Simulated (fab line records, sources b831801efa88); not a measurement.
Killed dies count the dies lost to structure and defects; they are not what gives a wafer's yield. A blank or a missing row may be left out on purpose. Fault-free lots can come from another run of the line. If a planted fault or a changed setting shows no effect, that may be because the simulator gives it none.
Which of the tools did it?    flow gf180mcu    Sampling: 14 lots, 42 wafers, 2 of 602 route steps

== WHAT THE GAUGES READ, wafer by wafer ==
GF_M4_CD_MEAS_14: target cd 280 nm. Usual: cdNm 279.6 nm, standard deviation 1.1.
lot   measured      on        cdNm (nm)          flag
L506  day 23 19:13  cdSem-01  278.6 279.5 280.6  
L507  day 24 04:08  cdSem-02  279.4 279.7 279.2  
L508  day 24 12:19  cdSem-02  279.3 280.2 281.0  
L509  day 25 07:22  cdSem-01  278.9 278.9 278.2  
L515  day 27 01:38  cdSem-02  279.3 281.2 282.2  
L516  day 27 07:16  cdSem-01  278.1 277.9 278.6  
L520  day 28 08:43  cdSem-01  278.7 278.4 277.6  
L521  day 28 15:34  cdSem-02  278.4 278.7 278.8  
L522  day 29 00:44  cdSem-02  279.1 279.5 278.5  
L523  day 29 05:25  cdSem-01  280.1 278.6 279.0  
L524  day 29 13:58  cdSem-02  280.5 282.0 281.5  
L525  day 29 20:02  cdSem-01  278.1 278.5 279.2  
L526  day 30 01:11  cdSem-02  280.9 280.0 279.6  
L528  day 30 23:01  cdSem-02  280.3 279.5 280.4  

== TOOL THAT RAN EACH LOT (tool first, then ch and the chambers of the sampled wafers, then the start) ==
lot   GF_V3_ETCH_16
L506  rieDiel-02 ch 2,3, day 22 19:04
L507  rieDiel-02 ch 0,3, day 23 03:41
L508  rieDiel-03 ch 0,1, day 23 12:29
L509  rieDiel-01 ch 0,2,3, day 24 08:25
L515  rieDiel-03 ch 0,1,3, day 26 03:32
L516  rieDiel-03 ch 0,1, day 26 09:07
L520  rieDiel-02 ch 0,1,2, day 27 11:11
L521  rieDiel-02 ch 2,3, day 27 18:44
L522  rieDiel-03 ch 1,2,3, day 28 03:44
L523  rieDiel-01 ch 0,1, day 28 08:41
L524  rieDiel-03 ch 0,1,2, day 28 17:11
L525  rieDiel-02 ch 0,2,3, day 28 23:44
L526  rieDiel-02 ch 0,1,3, day 29 04:53
L528  rieDiel-02 ch 0,1,3, day 30 03:14
- GF_V3_ETCH_16: etches BARC in N2/H2.

== WHAT THE TOOLS THEMSELVES READ (means of the sampled wafers that have a number; where no wafer has one, the mark that the record gives instead) ==
GF_V3_ETCH_16. Usual: drypumpMotorCurrentA 5.4 A, standard deviation 0.41; oesProductAu 0.854 a.u., standard deviation 0.0047; throttleValvePct 13.226 %, standard deviation 0.0092.
lot   tool        drypumpMotorCurrentA (A)  oesProductAu (a.u.)  throttleValvePct (%)  flag
L506  rieDiel-02  5.0                       0.858                13.224                
L507  rieDiel-02  5.0                       0.852                13.227                
L508  rieDiel-03  5.6                       0.853                13.229                
L509  rieDiel-01  5.6                       0.854                13.227                
L515  rieDiel-03  5.6                       0.850                13.239                
L516  rieDiel-03  5.6                       0.854                13.229                
L520  rieDiel-02  5.4                       0.853                13.216                
L521  rieDiel-02  5.0                       0.851                13.216                
L522  rieDiel-03  5.6                       0.853                13.226                
L523  rieDiel-01  5.4                       0.855                13.225                
L524  rieDiel-03  5.5                       0.855                13.224                
L525  rieDiel-02  5.0                       0.844                13.223                
L526  rieDiel-02  5.4                       0.850                13.224                
L528  rieDiel-02  5.4                       0.855                13.237                

== THE ANSWER, worked out from the rows above alone ==
Rule: lot off if the mean of its wafers having a number is beyond 3 standard deviations from the usual mean. Also off: a lot with no number at a reading for which 4 or more lots have one. All remaining lots with rows at the step are treated as sound. First the gauges in route order, then the tools' own readings, where a lot's mean is used as printed above. At the first step where some lot is off, the reading lying furthest off is the one used; lots without a number count as furthest.
Nothing can be told from this: no lot is off at any reading shown.

== WHAT THE SIMULATOR PUT IN ==
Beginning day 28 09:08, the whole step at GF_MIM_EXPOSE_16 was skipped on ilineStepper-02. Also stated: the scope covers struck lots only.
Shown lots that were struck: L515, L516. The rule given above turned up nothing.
